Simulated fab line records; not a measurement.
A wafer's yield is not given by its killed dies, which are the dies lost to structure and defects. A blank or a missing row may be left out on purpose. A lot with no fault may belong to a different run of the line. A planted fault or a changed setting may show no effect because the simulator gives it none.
A lot that was struck, set against a sound lot :: flow gf180mcu :: 20 out of 602 route steps
Sound: these wafers, L134.3, L134.4, L134.6. Struck: wafer L126.6. (L126.1 of the same lot was not struck and is left out.) The cause comes at the end.
Each step with rows lists, per side, the tool, then ch with its chambers, then its first start. Under that, the readings that differ: sound wafers :: struck wafers :: difference of the means :: sigmas: that difference in standard deviations of wafers without a fault.
alike: same words and numbers on both sides, and readings whose means sit less than 2 such deviations apart. not compared: any withheld reading, any reading some wafer has no value for, any bound like >300 that may hide the same value, and any number with overlapping values for which the record gives no deviation.
Wherever a step has rows on one side only, a row that says differs or no value, or a row with sigmas, the two part there. Numbers that don't overlap but have no deviation are shown without sigmas and don't part them. A reading that every wafer of one side lacks parts them only if that side has two wafers or more.

GF_V2_CMP_26: polishes, stops on SiO2, t overpolish 15 s, target thk 0 nm.
  sound on cmp-02 ch 1,2,3, day 26 04:16; struck on cmp-01 ch 2, day 23 18:18
  alike: head-pressure-psi, motor-current-A, overpolish-run-s, slurry-flow-ml-min, time-to-endpoint-s
then, 1 step without rows for these wafers: GF_M3_SPUTTER_00 (material Ti, target thk 37.5 nm, time 150 s).
GF_M3_SPUTTER_01: material TiN, target thk 30 nm, time 25 s.
  sound on pvd-sputter-03, day 26 04:34; struck on pvd-sputter-01, day 23 18:33
  alike: throttle-valve-pct
GF_M3_SPUTTER_02: material AlCu, target thk 450 nm, time 23.9 s.
  sound on pvd-sputter-03, day 26 04:35; struck on pvd-sputter-01, day 23 18:35
  alike: throttle-valve-pct
GF_M3_SPUTTER_03: material Ti, target thk 10 nm, time 6.7 s.
  sound on pvd-sputter-03, day 26 04:37; struck on pvd-sputter-01, day 23 18:37
  alike: throttle-valve-pct
then, 1 step without rows for these wafers: GF_M3_SPUTTER_04 (material TiN, target thk 50 nm, time 41.7 s).
GF_M3_RS_MEAS_05: a four-point-probe measurement.
  sound on film-metro-03, day 26 04:43; struck on film-metro-03, day 23 18:40
  alike: M3_ALCU_RS
GF_M3_THK_MEAS_06: measures by xrf.
  sound on film-metro-03, day 26 04:49; struck on film-metro-03, day 23 18:47
  alike: M3_ALCU_THK
then, 4 steps without rows for these wafers: GF_M3_DEHYDRATE_07 (time 60 s); GF_M3_HMDS_08 (prime time 60 s); GF_M3_COAT_09 (resist thk 1000 nm); GF_M3_SOFTBAKE_10 (time 60 s).
GF_M3_EXPOSE_11: exposes mask Metal3, target cd 280 nm.
  sound on krf-scanner-02 ch 0, day 26 15:16; struck on krf-scanner-01 ch 0, day 24 05:25
  alike: mask
then, 2 steps without rows for these wafers: GF_M3_PEB_12 (peb time 90 s); GF_M3_DEVELOP_13 (develop time 60 s).
GF_M3_CD_MEAS_14 targets a cd of 280 nm.
  sound on cd-sem-02, day 27 00:45; struck on cd-sem-02, day 24 16:25
reading: cd-nm (nm)
sound: 280.5 280.4 280.5
struck: 271.8
difference: -8.7
sigmas: -9
GF_M3_OVL_MEAS_15:
  sound on overlay-01, day 27 00:50; struck on overlay-02, day 24 16:32
  alike: M3_OVL
GF_M3_METAL_ETCH_16: etches the open film in Cl2/BCl3, stops on SiO2, target depth 750.8 nm, time 125.1 s.
  sound on rie-metal-04 ch 0,1, day 27 00:55; struck on rie-metal-01 ch 0, day 24 16:34
reading: model.M3.cd-nm (nm)
sound: 283.8 285.3 285.8
struck: 270.1
difference: -14.9
sigmas: 
  alike: drypump-motor-current-A, oes-product-au, throttle-valve-pct
  not compared: rf-hours-counter-h
GF_M3_STRIP_17: strips in O2/N2.
  sound on plasma-asher-04 ch 0,1, day 27 01:02; struck on plasma-asher-01 ch 1, day 24 16:50
reading: strip-time-to-endpoint-s (s)
sound: 7.44 7.50 7.51
struck: 7.29
difference: -0.19
sigmas: -3
  alike: drypump-motor-current-A, heater-power-w, oes-product-au
  not compared: rf-hours-counter-h
GF_PASSIVATION_PROBE_99:
  the record holds rows for the sound wafers here (prober-01, day 33 15:22) but none for the struck ones

## WHERE THEY PART
At GF_M3_CD_MEAS_14 first; at GF_PASSIVATION_PROBE_99 last (within this record only).

WHY: what had been put in by the simulator
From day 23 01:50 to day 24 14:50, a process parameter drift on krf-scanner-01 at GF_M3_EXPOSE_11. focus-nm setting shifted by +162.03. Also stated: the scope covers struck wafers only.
